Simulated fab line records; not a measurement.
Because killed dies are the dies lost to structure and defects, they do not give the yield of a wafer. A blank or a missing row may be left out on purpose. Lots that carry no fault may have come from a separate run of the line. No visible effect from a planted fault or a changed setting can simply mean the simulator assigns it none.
Which tool was responsible?    flow gf180mcu    at 1 step of a route of 602, 13 lots with 39 wafers sampled

## WHAT THE GAUGES READ, wafer by wafer
GF_STI_THK_MEAS_04.
lot   measured     on             STI_CVD_03_THK (nm)
L787  day 1 13:44  film metro-02  204.3 203.7 203.8
L788  day 1 18:34  film metro-02  208.3 210.1 208.3
L789  day 2 00:09  film metro-01  206.6 206.8 207.1
L790  day 2 04:34  film metro-03  208.5 206.4 208.1
L792  day 2 15:35  film metro-03  204.3 205.4 205.4
L794  day 3 01:03  film metro-02  207.6 207.1 206.7
L795  day 3 05:34  film metro-03  202.0 202.6 204.0
L805  day 5 08:09  film metro-03  208.6 207.4 207.1
L806  day 5 13:33  film metro-02  210.7 207.8 208.7
L807  day 5 17:34  film metro-01  209.3 209.0 210.7
L808  day 5 23:34  film metro-02  206.1 209.2 209.3
L809  day 6 03:43  film metro-01  208.1 206.5 208.6
L810  day 6 10:05  film metro-01  208.1 210.0 207.3

## EACH LOT AND THE TOOL THAT RAN IT (in order: tool; ch and the chambers of the sampled wafers; start)
The record shows no process step preceding these readings.

## WHAT THE TOOLS THEMSELVES READ (means of the sampled wafers that have a number; where no wafer has one, the mark that the record gives instead)
The record holds no such reading with a usual standard deviation.

## THE ANSWER, worked out from the rows above alone
Rule: usual is defined by the lots themselves. The widest of any qualifying gaps counts: lots, ordered by their means at a reading, are off when they make up no more than a third of the lots, leave a main group of 4 or more, and stand apart from it by 3 or more times the standard deviation of that group's means. Not used: any main group whose means are identical at the precision the tables above print for the reading. A lot without any number at a reading at which 4 lots or more have one is off too. The other lots that the step has rows for count as sound. The gauges are gone through in route order, then the tools' own readings, and for those a lot's mean is taken as printed above. At the first step where some lot is off, the reading lying furthest off is the one used; lots without a number count as furthest.
No lot is off at any reading shown: from this, nothing can be told.

## WHAT THE SIMULATOR HAD INSERTED
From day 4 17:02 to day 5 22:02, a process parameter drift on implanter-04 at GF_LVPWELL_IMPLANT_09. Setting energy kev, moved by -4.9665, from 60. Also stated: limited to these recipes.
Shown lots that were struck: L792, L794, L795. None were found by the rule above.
